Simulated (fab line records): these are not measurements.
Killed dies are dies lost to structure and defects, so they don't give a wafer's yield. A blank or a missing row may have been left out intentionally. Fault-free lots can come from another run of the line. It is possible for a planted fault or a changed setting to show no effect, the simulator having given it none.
Problem report in the 8D (eight disciplines) form, filled by code	flow gf180mcu	the parts of the form that need people (team, actions taken, sign-off) are left out

1. PROBLEM STATEMENT
V1_W_RS at GF_V1_RS_MEAS_24 reads a mean of 0.461 ohm/sq on 6 wafers of 2 lots; wafers without a fault read 0.324 ohm/sq with a standard deviation of 0.0062. Measured from the usual mean, that is +22 standard deviations.
The step: measures by four-point-probe.
First seen on wafer L258.2, day 22 14:55, on film-metro-04. The record holds 36 wafers of 12 lots with a number at this step. Rule for "out", or "out of limits": more than 4 standard deviations from the usual mean. All remaining wafers that have a number are taken as sound.

2. WHAT IT IS; WHAT IT IS NOT
question	is	is not
which readings at this step	V1_W_RS	-
which lots	L258, L262	L246, L248, L249, L251, L252, L253, L255, L264, L266, L268
which wafers of those lots	all that have a number	-
read on which gauges	film-metro-04	film-metro-01, film-metro-03
when	from day 22 14:55	up to then (21 sound wafers); but 9 sound wafers of L264, L266, L268 came after

3. THE SUSPECTS, EACH WITH WHAT RULES IT OUT
Counting: a tool stays on the suspect list if, at a process step up to the reading, it processed all lots that are out and no sound lot following the first of them.
- the gauge at GF_V1_RS_MEAS_24: kept. All the wafers that are out were read on film-metro-04, and no step on other tools shows them out.
- pvd-sputter-03 at GF_V1_SPUTTER_22 (material TiN, target thk 10 nm, time 40 s): ruled out as a lasting fault. Following L258 (day 22 14:44), the first lot on it that is out, the sound lots L268 were run on it.
- cvd-w-01 at GF_V1_CVD_23 (deposits W, target thk 350 nm, time 105.05 s): kept. It processed each lot that is out, first L258 at day 22 14:47, and no sound lot thereafter; up to then, the last sound lot it processed was L255 at day 21 16:02.
The count leaves film-metro-04 at GF_V1_RS_MEAS_24 and cvd-w-01 at GF_V1_CVD_23.

4. THE CAUSE (what the simulator had put in)
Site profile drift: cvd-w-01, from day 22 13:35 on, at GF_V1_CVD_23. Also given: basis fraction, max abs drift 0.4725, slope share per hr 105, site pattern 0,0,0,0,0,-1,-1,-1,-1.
Counting leaves 2 suspects; this tool is one of them.

5. THE CHAIN OF EFFECTS, in route order
Each row: a reading where the mean over the struck wafers with a number is more than 3 standard deviations away from the usual. Readings are gone through only where the record gives a usual standard deviation; hours: the median, over the lots, of the time from a lot's start at the first step in this table giving one to that lot's start at this step; sigmas: the change measured in usual standard deviations.
hours	step	reading	usual	on struck wafers	change	sigmas
0	GF_V1_RS_MEAS_24	V1_W_RS	0.324 ohm/sq	0.461	+0.137	+22
0	GF_V1_THK_MEAS_25	V1_W_THK	334 nm	265	-69	-9.4

6. WHAT WOULD HAVE CAUGHT IT SOONER
In this record the first reading out of limits at a measuring or inspecting step was taken at day 22 14:55, 1 hour after the fault began at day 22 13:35.
No tool reading at GF_V1_CVD_23 that has a usual standard deviation in the record was out on any struck wafer, so an alarm limit of 4 standard deviations on those readings would not have fired.
Lots out: 2; of these, L262 started GF_V1_CVD_23 on cvd-w-01 after day 22 14:55. A tool hold placed at that time would have kept it from harm.
